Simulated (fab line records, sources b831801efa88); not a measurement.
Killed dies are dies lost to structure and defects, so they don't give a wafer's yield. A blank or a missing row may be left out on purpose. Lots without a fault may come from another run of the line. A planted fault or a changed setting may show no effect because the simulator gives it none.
Chamber matching | flow gf180mcu | GF_V2_CMP_04 on cmp-01: 4 sister chambers
The step polishes SiO2. 18 wafers are shown with their chamber, then 9 later ones without.

WAFERS WITH THEIR CHAMBER
wafer  | chamber | motor_current_A (A) | time_to_endpoint_s (s)
L841.2 | 2       | 10.3                | 77
L841.3 | 3       | 11.8                | 68
L841.4 | 0       | 12.2                | 78
L843.2 | 0       | 11.7                | 80
L843.4 | 1       | 14.0                | 87
L843.5 | 0       | 12.2                | 93
L844.2 | 1       | 14.6                | 86
L844.3 | 3       | 11.9                | 77
L844.6 | 2       | 10.9                | 87
L847.3 | 3       | 12.2                | 77
L847.4 | 2       | 10.5                | 92
L847.6 | 1       | 14.5                | 86
L850.2 | 3       | 11.8                | 75
L850.5 | 0       | 12.2                | 76
L850.6 | 3       | 12.3                | 81
L851.2 | 3       | 11.5                | 77
L851.5 | 3       | 11.5                | 84
L851.6 | 2       | 10.7                | 78

SIGNATURES (means of the wafers above)
reading            | chamber 0 | chamber 1 | chamber 2 | chamber 3 | scatter within a chamber
motor_current_A    | 12.075    | 14.367    | 10.600    | 11.857    | 0.289
time_to_endpoint_s | 81.75     | 86.33     | 83.50     | 77.00     | 5.88
Rule: a wafer's distance from a chamber is the root of the sum, over the readings, of the square of ((its reading less the chamber's mean) divided by the reading's scatter). The wafer belongs to the nearest chamber; if the next one is less than 2 further off, it can't be placed. The scatter: the root of (the sum of the squares of (reading less its chamber's mean) over the shown wafers, divided by (wafers less chambers)).

WAFERS WITHOUT THEIR CHAMBER
wafer  | motor_current_A (A) | time_to_endpoint_s (s)
L862.1 | 12.1                | 81
L862.2 | 10.5                | 83
L862.6 | 10.9                | 78
L863.1 | 12.3                | 76
L863.3 | 10.6                | 73
L863.6 | 12.3                | 75
L864.1 | 12.6                | 74
L864.2 | 14.0                | 84
L864.4 | 11.9                | 83

WHICH CHAMBER EACH WENT THROUGH
wafer  | from the rows above     | in truth
L862.1 | can't be placed: 0 or 3 | 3
L862.2 | 2                       | 2
L862.6 | can't be placed: 2 or 3 | 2
L863.1 | can't be placed: 0 or 3 | 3
L863.3 | 2                       | 2
L863.6 | can't be placed: 0 or 3 | 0
L864.1 | can't be placed: 0 or 3 | 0
L864.2 | 1                       | 1
L864.4 | can't be placed: 0 or 3 | 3
Placed correctly: 3 of 9. Can't be placed from these rows: 6 (the true chamber is among the candidates in 6). Placed wrongly: 0.
